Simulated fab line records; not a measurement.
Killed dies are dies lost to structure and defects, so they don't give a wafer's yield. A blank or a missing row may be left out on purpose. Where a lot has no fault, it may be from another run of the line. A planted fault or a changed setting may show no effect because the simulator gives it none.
Which tool is to blame? | flow gf180mcu | 15 lots with 45 wafers sampled at 3 steps, on a route of 602 steps

## WHAT THE GAUGES SHOWED, per wafer
GF_STI_BOW_MEAS_00.
lot  | measured    | on            | INCOMING_BOW (um)
L234 | day 1 10:00 | film metro-03 | -4 -8 -2
L238 | day 2 06:00 | film metro-04 | 7 -4 4
L239 | day 2 11:04 | film metro-03 | -9 -6 6
L240 | day 2 16:01 | film metro-04 | 1 -4 -3
L242 | day 3 02:00 | film metro-01 | -2 -4 -1
L246 | day 3 22:00 | film metro-03 | 1 -10 -3
L247 | day 4 03:00 | film metro-01 | 7 -1 6
L248 | day 4 08:00 | film metro-04 | 6 -2 -10
L249 | day 4 13:01 | film metro-01 | 7 10 4
L250 | day 4 18:01 | film metro-01 | 6 -1 -9
L253 | day 5 09:04 | film metro-01 | -7 16 2
L254 | day 5 14:00 | film metro-04 | -3 1 -6
L255 | day 5 19:01 | film metro-04 | -10 0 -7
L256 | day 6 00:01 | film metro-04 | 3 7 9
L257 | day 6 05:01 | film metro-04 | 16 3 2

GF_DUAL_GATE_THK_MEAS_03.
lot  | measured     | on            | DUAL_GATE_OXIDATION_00_THK (nm)
L234 | day 7 20:57  | film metro-01 | 10.73 10.77 10.71
L238 | day 9 02:06  | film metro-03 | 10.75 10.81 10.86
L239 | day 9 02:08  | film metro-01 | 11.29 11.16 11.16
L240 | day 9 07:31  | film metro-01 | 10.70 10.80 10.70
L242 | day 9 22:22  | film metro-01 | 11.10 10.96 10.90
L246 | day 11 00:05 | film metro-01 | 10.79 11.02 10.85
L247 | day 11 11:38 | film metro-04 | 10.80 10.96 10.86
L248 | day 11 19:12 | film metro-04 | 10.90 10.93 10.87
L249 | day 12 03:03 | film metro-03 | 11.05 11.13 11.17
L250 | day 12 06:11 | film metro-03 | 11.24 11.13 10.98
L253 | day 13 02:17 | film metro-04 | 11.23 11.15 11.10
L254 | day 13 10:38 | film metro-04 | 11.36 11.50 11.16
L255 | day 13 15:35 | film metro-01 | 10.99 11.08 11.20
L256 | day 14 00:23 | film metro-01 | 11.02 11.20 11.20
L257 | day 14 04:46 | film metro-01 | 11.15 11.15 11.00

## EACH LOT AND THE TOOL THAT RAN IT (in order: tool; ch and the chambers of the sampled wafers; start)
lot  | GF_STI_CMP_25
L234 | cmp-02 ch 1,2, day 2 06:35
L238 | cmp-02 ch 1,2,3, day 3 00:49
L239 | cmp-02 ch 0,3, day 3 04:52
L240 | cmp-01 ch 0,1,3, day 3 10:27
L242 | cmp-02 ch 2,3, day 3 20:57
L246 | cmp-02 ch 0,2,3, day 4 17:07
L247 | cmp-01 ch 0,2,3, day 5 01:29
L248 | cmp-02 ch 1,2,3, day 5 07:11
L249 | cmp-01 ch 0,2, day 5 11:19
L250 | cmp-02 ch 1,2,3, day 5 16:04
L253 | cmp-02 ch 1,2, day 6 08:06
L254 | cmp-02 ch 1,2,3, day 6 12:50
L255 | cmp-02 ch 0,2,3, day 6 17:19
L256 | cmp-02 ch 0,1,2, day 7 00:13
L257 | cmp-01 ch 1,2, day 7 02:36
- GF_STI_CMP_25: polishes, stops on Si3N4, t overpolish 33 s, target thk 524.6 nm.

## AS READ BY THE TOOLS THEMSELVES (means over the sampled wafers that have a number; for cases with no such wafer, the mark the record gives instead)
GF_STI_CMP_25.
lot  | tool   | motor current A (A) | overpolish run s (s) | time to endpoint s (s)
L234 | cmp-02 | 13.0                | 33.000               | 123
L238 | cmp-02 | 12.6                | 33.008               | 127
L239 | cmp-02 | 12.0                | 32.997               | 120
L240 | cmp-01 | 12.9                | 33.010               | 127
L242 | cmp-02 | 12.3                | 33.002               | 127
L246 | cmp-02 | 11.6                | 33.002               | 115
L247 | cmp-01 | 13.1                | 33.002               | 126
L248 | cmp-02 | 13.1                | 33.004               | 124
L249 | cmp-01 | 13.4                | 32.999               | 127
L250 | cmp-02 | 12.9                | 33.002               | 123
L253 | cmp-02 | 12.3                | 32.995               | 125
L254 | cmp-02 | 12.6                | 33.002               | 122
L255 | cmp-02 | 12.0                | 33.000               | 119
L256 | cmp-02 | 11.9                | 33.002               | 123
L257 | cmp-01 | 11.4                | 33.001               | 135

## THE ANSWER, worked out from the rows above alone
Rule: what is usual is taken from the lots themselves. The widest of any qualifying gaps counts: lots, ordered by their means at a reading, are off when they make up no more than a third of the lots, leave a main group of 4 or more, and stand apart from it by 3 or more times the standard deviation of that group's means. The tables above print the reading to a certain number of digits; a main group whose means all agree to those digits is not used. A lot without any number at a reading at which 4 lots or more have one is off too. All remaining lots with rows at the step are treated as sound. After the gauges, taken in route order, come the tools' own readings; for these a lot's mean is taken, as printed above. At the first step where some lot is off, the reading lying furthest off is the one used; lots without a number count as furthest.
No lot is off at any reading shown: from this, nothing can be told.

## WHAT HAD BEEN PUT IN BY THE SIMULATOR
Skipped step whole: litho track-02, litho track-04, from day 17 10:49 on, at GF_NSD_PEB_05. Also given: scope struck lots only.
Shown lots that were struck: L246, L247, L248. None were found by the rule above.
